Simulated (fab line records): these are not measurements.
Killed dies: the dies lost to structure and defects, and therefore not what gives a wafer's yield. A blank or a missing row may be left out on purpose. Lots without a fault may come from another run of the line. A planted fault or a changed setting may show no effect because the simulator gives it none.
fab line records	flow sky130
[record] lots = 13	wafers = 39	lastDay = 49
route steps=708 shown SONOS_ONO@181 LDD_N@241 LDD_P@265 PAD_OPEN@708
lots that met no fault: taken from a fault-free run of the same line
startH: the number of hours between the record's first day and the start of the first shown wafer of the lot	waitH: hours elapsed since this lot's preceding step	" same as the row above	L1.1+2: one row covering several wafers at once	- no value, or no start given	* or withheld: withheld	< > ~ a bound
route shown NAME@n: NAME is a module with steps in the file, n the number in the route of the first one	usual: average and standard deviation across the fault-free wafers	same: alike in all rows	chamber/n: place in a boat	sites: readings site by site	_std_site: the standard deviation of these	_edge_site: outer sites' mean less inner sites'	radiusMm: how far each site lies from the wafer's centre	mask NAME#n: copy n	behind: tool/chamber where the wafer was last shaped	hold: what put the lot on hold/how long, in hours/how the hold closed	device: which transistor (n, p or np) failed to switch	end of line: the route-end tests of the same wafers	for a step that has no rows: nothing shown but its recipe	killed: count of dies lost to structure and defects at first sort (not the wafer's yield)	map: a wafer's dies, x killed, . not, _ none there
set.NAME: setting as actually run; set.NAME@STEP: the setting as run at that earlier step	model.NAME: the simulator's own value behind a step, which no gauge read
route steps across a sampled set of lots; one table per step, one row per wafer
services: when a tool's chamber went out of use (startH, in hours from the record's first day, below 0 if earlier), for how many hours, and the reason
[[steps]]
[step SKY_SONOS_ONO_CD_MEAS_13]
[recipe] targetCdNm = 410
[usual] cdNm = 409.6/2.1
lot.wafer	tool	chamber	startH	waitH	cdNm
L802.4	cdSem-01	-	291.38	0.1	409.2
L802.5	"	-	"	"	409.2
L802.6	"	-	"	"	406.6
L806.1	cdSem-02	-	307.78	0.1	408.8
L806.2	"	-	"	"	409.2
L806.4	"	-	"	"	409.9
L807.2	cdSem-02	-	318.14	0.1	408.3
L807.3	"	-	"	"	410.1
L807.6	"	-	"	"	408.7
L808.3	cdSem-01	-	323.26	0.1	411.0
L808.4	"	-	"	"	415.1
L808.5	"	-	"	"	411.3
L809.1	cdSem-02	-	334.45	0.1	409.4
L809.2	"	-	"	"	409.3
L809.6	"	-	"	"	411.1
L810.1	cdSem-02	-	346.28	0.1	406.8
L810.3	"	-	"	"	406.8
L810.6	"	-	"	"	405.4
L811.2	cdSem-01	-	351.24	0.1	411.1
L811.3	"	-	"	"	410.1
L811.6	"	-	"	"	411.5
L815.3	cdSem-01	-	382.71	0.1	407.4
L815.5	"	-	"	"	408.3
L815.6	"	-	"	"	407.3
L816.1	cdSem-02	-	395.83	0.1	410.9
L816.2	"	-	"	"	409.4
L816.3	"	-	"	"	409.4
L817.2	cdSem-02	-	403.55	0.1	412.2
L817.4	"	-	"	"	411.1
L817.6	"	-	"	"	411.2
L818.1	cdSem-02	-	421.35	0.1	405.3
L818.5	"	-	"	"	405.6
L818.6	"	-	"	"	406.7
L821.1	cdSem-01	-	441.50	0.1	410.4
L821.4	"	-	"	"	410.1
L821.5	"	-	"	"	411.3
L822.1	cdSem-01	-	441.80	0.1	409.0
L822.4	"	-	"	"	406.8
L822.6	"	-	"	"	407.6
[step SKY_LDD_N_EXPOSE_04]
[recipe] maskId = NTM	targetCdNm = 840	na = 0.6	sourceShape = conventional	sigmaOuter = 0.6	doseMj = 110
lot.wafer	tool	chamber	startH	waitH	mask
L802.4+5+6	ilineStepper-01	0	395.71	-	NTM#0
L806.1+2+4	ilineStepper-01	0	414.20	-	NTM#0
L807.2+3+6	ilineStepper-02	0	429.32	-	NTM#0
L808.3+4+5	ilineStepper-01	0	436.46	-	NTM#0
L809.1+2+6	ilineStepper-02	0	449.39	-	NTM#0
L810.1+3+6	ilineStepper-02	0	462.05	-	NTM#0
L811.2+3+6	ilineStepper-02	0	465.30	-	NTM#0
L815.3+5+6	ilineStepper-01	0	500.11	-	NTM#0
L816.1+2+3	ilineStepper-01	0	514.55	-	NTM#0
L817.2+4+6	ilineStepper-01	0	519.99	-	NTM#0
L818.1+5+6	ilineStepper-02	0	540.72	-	NTM#0
L821.1+4+5	ilineStepper-01	0	556.14	-	NTM#0
L822.1+4+6	ilineStepper-02	0	558.37	-	NTM#0
[step SKY_LDD_N_OVL_MEAS_07]
[usual] LDD_N_OVL = -0.1/1.2
lot.wafer	tool	chamber	startH	waitH	LDD_N_OVL[nm]
L802.4	overlay-02	-	410.34	0.1	-1.7
L802.5	"	-	"	"	-1.0
L802.6	"	-	"	"	-0.9
L806.1	overlay-01	-	429.37	0.1	-0.4
L806.2	"	-	"	"	-0.9
L806.4	"	-	"	"	0.8
L807.2	overlay-01	-	444.92	0.1	-0.1
L807.3	"	-	"	"	2.5
L807.6	"	-	"	"	0.7
L808.3	overlay-02	-	451.99	0.1	1.5
L808.4	"	-	"	"	3.3
L808.5	"	-	"	"	-0.1
L809.1	overlay-02	-	464.72	0.1	0.0
L809.2	"	-	"	"	-1.2
L809.6	"	-	"	"	-1.2
L810.1	overlay-02	-	477.30	0.1	0.8
L810.3	"	-	"	"	-1.3
L810.6	"	-	"	"	-1.0
L811.2	overlay-01	-	480.01	0.1	-0.4
L811.3	"	-	"	"	-0.7
L811.6	"	-	"	"	1.1
L815.3	overlay-02	-	514.86	0.1	-50.1
L815.5	"	-	"	"	-48.4
L815.6	"	-	"	"	-49.9
L816.1	overlay-01	-	529.40	0.1	-48.8
L816.2	"	-	"	"	-49.6
L816.3	"	-	"	"	-48.6
L817.2	overlay-01	-	535.37	0.1	-49.5
L817.4	"	-	"	"	-49.0
L817.6	"	-	"	"	-49.0
L818.1	overlay-02	-	554.83	0.1	1.2
L818.5	"	-	"	"	1.0
L818.6	"	-	"	"	1.2
L821.1	overlay-01	-	571.18	0.1	-51.2
L821.4	"	-	"	"	-51.9
L821.5	"	-	"	"	-52.6
L822.1	overlay-01	-	573.18	0.1	1.5
L822.4	"	-	"	"	-0.1
L822.6	"	-	"	"	0.1
[step SKY_LDD_N_TW_MEAS_17]
[usual] LDD_N_TW = 2570/18
lot.wafer	tool	chamber	startH	waitH	LDD_N_TW
L802.4	filmMetro-01	-	411.68	0.1	2576
L802.5	"	-	"	"	2569
L802.6	"	-	"	"	2569
L806.1	filmMetro-03	-	430.70	0.1	2597
L806.2	"	-	"	"	2603
L806.4	"	-	"	"	2573
L807.2	filmMetro-03	-	446.26	0.1	2578
L807.3	"	-	"	"	2582
L807.6	"	-	"	"	2579
L808.3	filmMetro-01	-	453.33	0.1	2597
L808.4	"	-	"	"	2586
L808.5	"	-	"	"	2591
L809.1	filmMetro-03	-	466.05	0.1	2599
L809.2	"	-	"	"	2585
L809.6	"	-	"	"	2589
L810.1	filmMetro-02	-	478.64	0.1	2563
L810.3	"	-	"	"	2559
L810.6	"	-	"	"	2558
L811.2	filmMetro-02	-	481.35	0.1	2556
L811.3	"	-	"	"	2544
L811.6	"	-	"	"	2556
L815.3	filmMetro-01	-	516.21	0.1	2567
L815.5	"	-	"	"	2560
L815.6	"	-	"	"	2573
L816.1	filmMetro-02	-	530.74	0.1	2554
L816.2	"	-	"	"	2539
L816.3	"	-	"	"	2541
L817.2	filmMetro-01	-	536.71	0.1	2581
L817.4	"	-	"	"	2591
L817.6	"	-	"	"	2589
L818.1	filmMetro-02	-	556.16	0.1	2526
L818.5	"	-	"	"	2539
L818.6	"	-	"	"	2542
L821.1	filmMetro-01	-	572.51	0.1	2582
L821.4	"	-	"	"	2587
L821.5	"	-	"	"	2572
L822.1	filmMetro-01	-	574.51	0.1	2580
L822.4	"	-	"	"	2590
L822.6	"	-	"	"	2586
[step SKY_LDD_P_STRIP_10]
[recipe] chemistry = O2/N2	powerW = 1400	pressureMtorr = 1500	platenTempC = withheld	o2FlowSccm = 3000	n2FlowSccm = 300	overashFraction = 0.5
[usual] drypumpMotorCurrentA = 6.0/0.47	n2FlowSccm = 300.0/0.95	oesProductAu = 0.716/0.0048	stripTimeToEndpointS = 14.18/0.039
[same] overashFraction = 0.5
lot.wafer	tool	chamber	startH	waitH	drypumpMotorCurrentA	n2FlowSccm	oesProductAu	rfHoursCounterH	stripTimeToEndpointS
L802.4	plasmaAsher-01	0	442.27	0.1	5.5	299.1	0.719	-	14.18
L802.5	"	1	"	"	6.4	298.9	0.714	-	14.22
L802.6	"	0	"	"	5.5	299.3	0.715	-	14.19
L806.1	plasmaAsher-03	1	461.38	0.1	6.5	298.8	0.721	54	14.16
L806.2	"	0	"	"	5.5	299.9	0.713	54	14.13
L806.4	"	1	"	"	6.5	300.8	0.725	-	14.16
L807.2	plasmaAsher-02	0	478.92	0.1	5.4	299.5	0.724	78	14.15
L807.3	"	1	"	"	6.4	299.2	0.713	-	14.13
L807.6	"	0	"	"	5.4	300.3	0.702	-	14.09
L808.3	plasmaAsher-02	0	484.37	0.1	5.4	299.2	0.724	-	14.15
L808.4	"	1	"	"	6.4	300.2	0.721	-	14.17
L808.5	"	0	"	"	5.5	300.4	0.714	-	14.19
L809.1	plasmaAsher-02	1	496.93	0.1	6.4	300.1	0.723	80	14.22
L809.2	"	0	"	"	5.4	299.8	0.711	80	14.22
L809.6	"	0	"	"	5.4	300.6	0.720	-	14.21
L810.1	plasmaAsher-01	0	509.09	0.1	5.5	298.4	0.716	40	14.16
L810.3	"	0	"	"	5.5	298.8	0.720	-	14.14
L810.6	"	0	"	"	5.5	298.5	0.715	-	14.17
L811.2	plasmaAsher-02	0	512.06	0.2	5.4	298.4	0.720	82	14.19
L811.3	"	0	"	"	5.4	298.5	0.706	-	14.22
L811.6	"	0	"	"	5.4	298.3	0.729	-	14.17
L815.3	plasmaAsher-03	1	546.21	0.1	6.5	299.3	0.713	-	14.20
L815.5	"	1	"	"	6.5	301.6	0.722	-	14.21
L815.6	"	0	"	"	5.5	300.5	0.712	-	14.21
L816.1	plasmaAsher-02	0	560.43	0.1	5.5	299.8	0.716	86	14.16
L816.2	"	1	"	"	6.4	299.9	0.717	86	14.17
L816.3	"	1	"	"	6.5	299.9	0.711	-	14.15
L817.2	plasmaAsher-01	1	566.66	0.1	6.4	300.0	0.718	47	14.18
L817.4	"	0	"	"	5.5	302.4	0.721	-	14.19
L817.6	"	0	"	"	5.5	301.1	0.712	-	14.19
L818.1	plasmaAsher-02	1	585.41	0.1	6.5	300.4	0.720	89	14.21
L818.5	"	1	"	"	6.5	298.8	0.713	-	14.23
L818.6	"	0	"	"	5.4	300.9	0.723	-	14.24
L821.1	plasmaAsher-01	0	601.88	0.1	5.5	300.4	0.715	50	14.11
L821.4	"	0	"	"	5.5	301.0	0.715	-	14.14
L821.5	"	1	"	"	6.4	299.6	0.714	-	14.14
L822.1	plasmaAsher-01	0	603.29	0.1	5.5	300.1	0.722	50	14.22
L822.4	"	0	"	"	5.5	300.5	0.724	-	14.18
L822.6	"	1	"	"	6.4	299.7	0.717	-	14.20
[step SKY_PAD_OPEN_PROBE_99]
[usual] killed_at_M0_to_M3 = 43/5.9	killed_at_M4_up = 3.3/1.9	killedAtContacts = 24/5.6	killedAtFrontEnd = 15/4.1	killedAtOther = 0.4/0.66	killedDies = 86/9	killedOpen = 47/6.9	killedShort = 39/6.2
[same] grossDies = 492	killedAtBackSide = 0
lot.wafer	tool	chamber	startH	waitH	killed_at_M0_to_M3	killed_at_M4_up	killedAtContacts	killedAtFrontEnd	killedAtOther	killedDies	killedOpen	killedShort
L802.4	prober-01	-	1079.50	0.2	51	3	23	9	1	87	45	42
L802.5	prober-01	-	1079.55	0.2	51	3	20	11	0	85	42	42
L802.6	prober-01	-	1079.60	0.2	46	4	28	11	1	90	46	44
L806.1	prober-01	-	1096.53	0.1	44	5	17	14	0	80	44	36
L806.2	prober-01	-	1096.58	0.1	44	2	32	10	0	88	48	40
L806.4	prober-01	-	1096.68	0.2	41	4	27	19	0	91	55	36
L807.2	prober-02	-	1101.82	0.1	48	3	26	14	2	93	59	34
L807.3	prober-02	-	1101.87	0.2	51	3	14	13	1	82	49	33
L807.6	prober-02	-	1102.02	0.2	48	5	24	13	1	91	54	37
L808.3	prober-01	-	1105.90	0.2	41	5	32	11	1	90	40	49
L808.4	prober-01	-	1105.95	0.2	33	7	26	19	1	86	45	41
L808.5	prober-01	-	1106.00	0.2	42	1	33	12	0	88	45	42
L809.1	prober-02	-	1107.57	0.1	36	0	31	18	1	86	54	31
L809.2	prober-02	-	1107.62	0.1	45	5	23	21	0	94	43	49
L809.6	prober-02	-	1107.82	0.2	47	2	27	13	0	89	56	32
L810.1	prober-01	-	1120.28	0.1	49	5	21	19	1	95	40	54
L810.3	prober-01	-	1120.38	0.2	56	1	31	17	0	105	55	50
L810.6	prober-01	-	1120.53	0.2	47	3	22	21	0	93	48	45
L811.2	prober-02	-	1123.36	0.1	50	3	31	22	0	106	54	52
L811.3	prober-02	-	1123.41	0.2	47	2	17	12	0	78	38	40
L811.6	prober-02	-	1123.56	0.2	44	1	18	14	0	77	37	40
L815.3	prober-02	-	1146.12	0.3	62	9	25	16	0	112	66	46
L815.5	prober-02	-	1146.22	0.4	35	6	27	15	0	83	50	33
L815.6	prober-02	-	1146.27	0.4	37	3	28	15	0	83	46	37
L816.1	prober-01	-	1157.70	0.1	45	5	17	15	1	83	43	39
L816.2	prober-01	-	1157.75	0.1	42	3	19	22	0	86	47	39
L816.3	prober-01	-	1157.80	0.2	51	3	24	15	0	93	56	36
L817.2	prober-02	-	1160.50	0.1	40	2	20	16	0	78	44	33
L817.4	prober-02	-	1160.60	0.2	42	6	19	15	1	83	47	35
L817.6	prober-02	-	1160.70	0.2	42	2	36	10	1	91	58	32
L818.1	prober-01	-	1167.87	0.1	45	2	28	15	1	91	55	36
L818.5	prober-01	-	1168.07	0.2	47	5	21	20	0	93	46	47
L818.6	prober-01	-	1168.12	0.2	42	3	41	9	0	95	45	49
L821.1	prober-01	-	1177.67	0.1	46	1	20	15	0	82	38	44
L821.4	prober-01	-	1177.82	0.2	33	2	26	12	2	75	43	32
L821.5	prober-01	-	1177.87	0.2	54	3	30	17	0	104	52	52
L822.1	prober-01	-	1183.57	0.1	55	3	31	10	0	99	55	44
L822.4	prober-01	-	1183.72	0.2	35	3	25	16	0	79	45	34
L822.6	prober-01	-	1183.82	0.2	50	2	18	14	0	84	46	38
// killed by level:class
L802.4 VIA2:geometricParticle:open=12 VIA1:geometricParticle:open=8 VIA3:geometricParticle:open=8 LI_CONTACT:geometricParticle:short=6 METAL1:geometricParticle:short=6 CONTACT:geometricParticle:open=5 POLY_GATE:geometricParticle:open=4 VIA1:geometricParticle:short=4
L802.5 VIA1:geometricParticle:open=10 METAL2:geometricParticle:short=7 VIA3:geometricParticle:open=7 METAL1:geometricParticle:short=6 VIA2:geometricParticle:open=6 VIA3:geometricParticle:short=6 LI_CONTACT:geometricParticle:open=5 LOCAL_INTERCONNECT:geometricParticle:short=5
L802.6 VIA1:geometricParticle:open=12 LI_CONTACT:geometricParticle:open=10 METAL2:geometricParticle:short=8 VIA1:geometricParticle:short=7 CONTACT:geometricParticle:short=7 VIA2:geometricParticle:open=7 CONTACT:geometricParticle:open=6 POLY_GATE:geometricParticle:short=4
L806.1 VIA2:geometricParticle:open=10 VIA1:geometricParticle:open=8 CONTACT:geometricParticle:open=8 VIA2:geometricParticle:short=8 METAL1:geometricParticle:short=5 FIELD_ISO:geometricParticle:short=3 POLY_CUT:geometricParticle:open=3 LI_CONTACT:geometricParticle:short=3
L806.2 CONTACT:geometricParticle:open=13 VIA1:geometricParticle:short=10 VIA1:geometricParticle:open=10 LI_CONTACT:geometricParticle:open=7 VIA2:geometricParticle:open=5 LI_CONTACT:geometricParticle:short=4 METAL1:geometricParticle:short=4 VIA3:geometricParticle:short=4
L806.4 VIA1:geometricParticle:open=13 CONTACT:geometricParticle:open=9 VIA2:geometricParticle:open=8 LI_CONTACT:geometricParticle:open=7 FIELD_ISO:geometricParticle:open=6 LOCAL_INTERCONNECT:geometricParticle:short=6 POLY_GATE:geometricParticle:short=4 METAL1:geometricParticle:short=4
L807.2 VIA3:geometricParticle:open=12 LI_CONTACT:geometricParticle:open=11 VIA1:geometricParticle:open=8 METAL1:geometricParticle:short=8 CONTACT:geometricParticle:open=7 FIELD_ISO:geometricParticle:short=5 METAL2:geometricParticle:short=5 VIA2:geometricParticle:open=5
L807.3 VIA1:geometricParticle:open=15 METAL1:geometricParticle:short=10 VIA2:geometricParticle:open=8 LOCAL_INTERCONNECT:geometricParticle:short=5 FIELD_ISO:geometricParticle:open=4 POLY_GATE:geometricParticle:open=4 LI_CONTACT:geometricParticle:open=4 VIA1:geometricParticle:short=4
L807.6 VIA1:geometricParticle:open=17 CONTACT:geometricParticle:open=9 LI_CONTACT:geometricParticle:open=7 METAL1:geometricParticle:short=5 VIA1:geometricParticle:short=5 LI_CONTACT:geometricParticle:short=4 CONTACT:geometricParticle:short=4 VIA2:geometricParticle:open=4
L808.3 CONTACT:geometricParticle:open=10 CONTACT:geometricParticle:short=10 VIA1:geometricParticle:short=7 VIA2:geometricParticle:open=7 METAL2:geometricParticle:short=6 LI_CONTACT:geometricParticle:open=5 LI_CONTACT:geometricParticle:short=5 VIA1:geometricParticle:open=4
L808.4 CONTACT:geometricParticle:open=10 FIELD_ISO:geometricParticle:short=9 VIA1:geometricParticle:open=7 LOCAL_INTERCONNECT:geometricParticle:short=6 METAL4:geometricParticle:short=5 VIA3:geometricParticle:open=5 CONTACT:geometricParticle:short=4 METAL1:geometricParticle:open=4
L808.5 CONTACT:geometricParticle:short=11 CONTACT:geometricParticle:open=9 VIA1:geometricParticle:open=8 LI_CONTACT:geometricParticle:open=7 VIA2:geometricParticle:open=7 FIELD_ISO:geometricParticle:open=5 VIA1:geometricParticle:short=5 METAL2:geometricParticle:short=5
L809.1 LI_CONTACT:geometricParticle:open=10 FIELD_ISO:geometricParticle:open=8 CONTACT:geometricParticle:open=8 VIA1:geometricParticle:open=8 VIA2:geometricParticle:open=8 CONTACT:geometricParticle:short=6 FIELD_ISO:geometricParticle:short=4 LI_CONTACT:geometricParticle:short=4
L809.2 VIA1:geometricParticle:open=8 CONTACT:geometricParticle:open=7 METAL1:geometricParticle:short=7 VIA3:geometricParticle:open=6 LI_CONTACT:geometricParticle:open=6 VIA2:geometricParticle:open=6 METAL2:geometricParticle:short=6 METAL3:geometricParticle:short=6
L809.6 VIA2:geometricParticle:open=12 CONTACT:geometricParticle:open=10 VIA1:geometricParticle:open=9 METAL1:geometricParticle:short=7 LI_CONTACT:geometricParticle:open=6 VIA3:geometricParticle:open=5 LI_CONTACT:geometricParticle:short=4 METAL2:geometricParticle:short=4
L810.1 METAL1:geometricParticle:short=10 METAL2:geometricParticle:short=8 VIA1:geometricParticle:open=8 CONTACT:geometricParticle:open=7 FIELD_ISO:geometricParticle:short=7 CONTACT:geometricParticle:short=6 FIELD_ISO:geometricParticle:open=4 VIA3:geometricParticle:open=4
L810.3 CONTACT:geometricParticle:open=11 VIA1:geometricParticle:open=10 LI_CONTACT:geometricParticle:open=8 FIELD_ISO:geometricParticle:short=6 LOCAL_INTERCONNECT:geometricParticle:short=6 VIA3:geometricParticle:open=6 VIA3:geometricParticle:short=6 VIA2:geometricParticle:open=5
L810.6 LI_CONTACT:geometricParticle:open=8 METAL1:geometricParticle:short=8 VIA1:geometricParticle:open=8 FIELD_ISO:geometricParticle:short=7 FIELD_ISO:geometricParticle:open=5 VIA2:geometricParticle:open=5 METAL1:geometricParticle:open=4 CONTACT:geometricParticle:short=4
L811.2 CONTACT:geometricParticle:open=16 FIELD_ISO:geometricParticle:open=7 METAL1:geometricParticle:short=7 VIA1:geometricParticle:open=7 FIELD_ISO:geometricParticle:short=6 CONTACT:geometricParticle:short=6 VIA2:geometricParticle:short=6 VIA3:geometricParticle:open=6
L811.3 VIA1:geometricParticle:open=11 METAL2:geometricParticle:short=9 CONTACT:geometricParticle:open=9 VIA2:geometricParticle:open=6 METAL3:geometricParticle:short=5 FIELD_ISO:geometricParticle:short=4 POLY_GATE:geometricParticle:open=4 LOCAL_INTERCONNECT:geometricParticle:short=4
L811.6 VIA2:geometricParticle:open=8 METAL2:geometricParticle:short=8 CONTACT:geometricParticle:open=7 VIA1:geometricParticle:open=7 VIA3:geometricParticle:short=7 FIELD_ISO:geometricParticle:open=5 VIA1:geometricParticle:short=5 FIELD_ISO:geometricParticle:short=3
L815.3 VIA3:geometricParticle:open=15 VIA1:geometricParticle:open=11 LI_CONTACT:geometricParticle:open=10 CONTACT:geometricParticle:open=9 VIA2:geometricParticle:open=7 VIA3:geometricParticle:short=7 METAL2:geometricParticle:short=6 METAL4:geometricParticle:short=6
L815.5 CONTACT:geometricParticle:open=12 VIA1:geometricParticle:open=9 LI_CONTACT:geometricParticle:open=8 VIA2:geometricParticle:open=8 METAL4:geometricParticle:short=6 FIELD_ISO:geometricParticle:short=4 FIELD_ISO:geometricParticle:open=4 VIA3:geometricParticle:short=4
L815.6 CONTACT:geometricParticle:open=9 VIA3:geometricParticle:open=7 METAL1:geometricParticle:short=6 VIA1:geometricParticle:open=6 FIELD_ISO:geometricParticle:open=5 LI_CONTACT:geometricParticle:open=5 LOCAL_INTERCONNECT:geometricParticle:short=5 VIA2:geometricParticle:open=5
L816.1 VIA1:geometricParticle:open=11 POLY_GATE:geometricParticle:open=10 METAL2:geometricParticle:short=9 CONTACT:geometricParticle:open=7 VIA3:geometricParticle:open=6 VIA1:geometricParticle:short=5 CONTACT:geometricParticle:short=4 FIELD_ISO:geometricParticle:short=3
L816.2 VIA1:geometricParticle:open=11 CONTACT:geometricParticle:open=10 FIELD_ISO:geometricParticle:open=8 METAL2:geometricParticle:short=7 VIA2:geometricParticle:open=6 FIELD_ISO:geometricParticle:short=4 VIA1:geometricParticle:short=4 POLY_GATE:geometricParticle:short=4
L816.3 CONTACT:geometricParticle:open=10 VIA2:geometricParticle:open=9 VIA1:geometricParticle:open=8 METAL2:geometricParticle:short=8 POLY_GATE:geometricParticle:short=6 LI_CONTACT:geometricParticle:open=6 VIA3:geometricParticle:open=6 FIELD_ISO:geometricParticle:open=4
L817.2 VIA1:geometricParticle:open=9 CONTACT:geometricParticle:open=8 VIA2:geometricParticle:open=6 METAL2:geometricParticle:short=6 VIA2:geometricParticle:short=6 SONOS_ONO:geometricParticle:open=4 POLY_GATE:geometricParticle:open=4 FIELD_ISO:geometricParticle:open=3
L817.4 CONTACT:geometricParticle:open=9 VIA3:geometricParticle:open=9 VIA1:geometricParticle:open=7 VIA2:geometricParticle:open=6 METAL2:geometricParticle:short=6 CONTACT:geometricParticle:short=5 VIA1:geometricParticle:short=5 SPACER:geometricParticle:open=4
L817.6 CONTACT:geometricParticle:open=20 VIA2:geometricParticle:open=13 VIA1:geometricParticle:open=8 CONTACT:geometricParticle:short=7 FIELD_ISO:geometricParticle:open=4 LOCAL_INTERCONNECT:geometricParticle:short=4 VIA3:geometricParticle:open=4 METAL1:geometricParticle:open=3
L818.1 VIA1:geometricParticle:open=14 CONTACT:geometricParticle:open=11 POLY_GATE:geometricParticle:open=8 LI_CONTACT:geometricParticle:open=8 METAL1:geometricParticle:short=7 CONTACT:geometricParticle:short=6 VIA3:geometricParticle:open=6 VIA1:geometricParticle:short=4
L818.5 CONTACT:geometricParticle:open=9 POLY_GATE:geometricParticle:short=7 METAL1:geometricParticle:short=7 POLY_GATE:geometricParticle:open=6 METAL2:geometricParticle:short=6 VIA2:geometricParticle:short=6 LI_CONTACT:geometricParticle:open=5 VIA2:geometricParticle:open=5
L818.6 CONTACT:geometricParticle:short=10 CONTACT:geometricParticle:open=10 VIA1:geometricParticle:open=10 LI_CONTACT:geometricParticle:open=9 VIA2:geometricParticle:open=9 LOCAL_INTERCONNECT:geometricParticle:short=8 VIA1:geometricParticle:short=6 METAL2:geometricParticle:short=5
L821.1 VIA2:geometricParticle:open=9 CONTACT:geometricParticle:short=8 VIA1:geometricParticle:open=7 FIELD_ISO:geometricParticle:short=5 CONTACT:geometricParticle:open=5 VIA3:geometricParticle:short=5 METAL2:geometricParticle:short=5 VIA2:geometricParticle:short=5
L821.4 CONTACT:geometricParticle:open=12 LI_CONTACT:geometricParticle:open=8 VIA1:geometricParticle:open=7 VIA3:geometricParticle:open=5 FIELD_ISO:geometricParticle:short=4 VIA1:geometricParticle:short=4 VIA3:geometricParticle:short=4 POLY_GATE:geometricParticle:open=3
L821.5 CONTACT:geometricParticle:open=12 VIA2:geometricParticle:open=11 FIELD_ISO:geometricParticle:short=8 LI_CONTACT:geometricParticle:open=8 VIA1:geometricParticle:open=8 VIA3:geometricParticle:open=7 CONTACT:geometricParticle:short=6 METAL1:geometricParticle:short=6
L822.1 VIA1:geometricParticle:open=15 LI_CONTACT:geometricParticle:open=9 CONTACT:geometricParticle:short=9 VIA3:geometricParticle:open=7 METAL1:geometricParticle:short=6 METAL2:geometricParticle:short=6 CONTACT:geometricParticle:open=5 VIA2:geometricParticle:open=5
L822.4 CONTACT:geometricParticle:open=13 VIA1:geometricParticle:open=10 VIA1:geometricParticle:short=7 VIA2:geometricParticle:open=7 FIELD_ISO:geometricParticle:short=5 LOCAL_INTERCONNECT:geometricParticle:short=5 FIELD_ISO:geometricParticle:open=4 LI_CONTACT:geometricParticle:open=4
L822.6 VIA1:geometricParticle:open=12 VIA3:geometricParticle:open=9 CONTACT:geometricParticle:open=7 METAL2:geometricParticle:short=7 VIA1:geometricParticle:short=7 FIELD_ISO:geometricParticle:short=5 VIA2:geometricParticle:open=5 METAL1:geometricParticle:short=5
[[services]]
tool	chamber	startH	hours	kind
plasmaAsher-02	-	380.90	2.1	repair
ilineStepper-01	0	398.85	-	calibration
ilineStepper-02	-	398.94	4.4	pm
ilineStepper-02	0	412.16	-	calibration
ilineStepper-01	-	420.26	2.8	repair
ilineStepper-01	-	429.05	0.8	pm
plasmaAsher-03	-	444.06	14.6	pm
plasmaAsher-02	-	475.71	2.8	repair
plasmaAsher-03	-	480.51	2.8	pm
ilineStepper-01	-	497.31	1.7	pm
plasmaAsher-02	-	532.22	3.3	repair
ilineStepper-01	-	534.86	8.5	repair
ilineStepper-02	-	543.32	1.7	pm
plasmaAsher-02	-	550.34	2.8	pm
plasmaAsher-03	-	569.85	1.9	repair
ilineStepper-02	-	587.28	19.3	repair
ilineStepper-01	-	593.37	11.7	repair
ilineStepper-01	-	599.30	-	calibration
[[key]]
[firstSign] step = SKY_LDD_N_OVL_MEAS_07	reading = LDD_N_OVL	direction = down	sigmas = 43	usual = -0.1	struck = -49.9
effect none on later readings
metAt SKY_LDD_N_EXPOSE_04
struckLots L815,L816,L817,L821
testerLeftOut L815,L816,L817,L821
notActingAt SKY_SONOS_ONO_CD_MEAS_13,SKY_LDD_N_TW_MEAS_17,SKY_LDD_P_STRIP_10
onsetBetween 436.46 500.11
[fault] kind = scannerMatchingOverlay	tool = ilineStepper-01	chamber = -	onsetH = 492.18	steps = SKY_LDD_N_EXPOSE_04	offset = -49.455
// testerLeftOut: of these lots the tester's yield and bins aren't shown, on N5 and GAA mostly nor the transistor test; their killed dies are dies lost to structure and defects alone, not to doping, threshold or leakage, so they don't give the yield
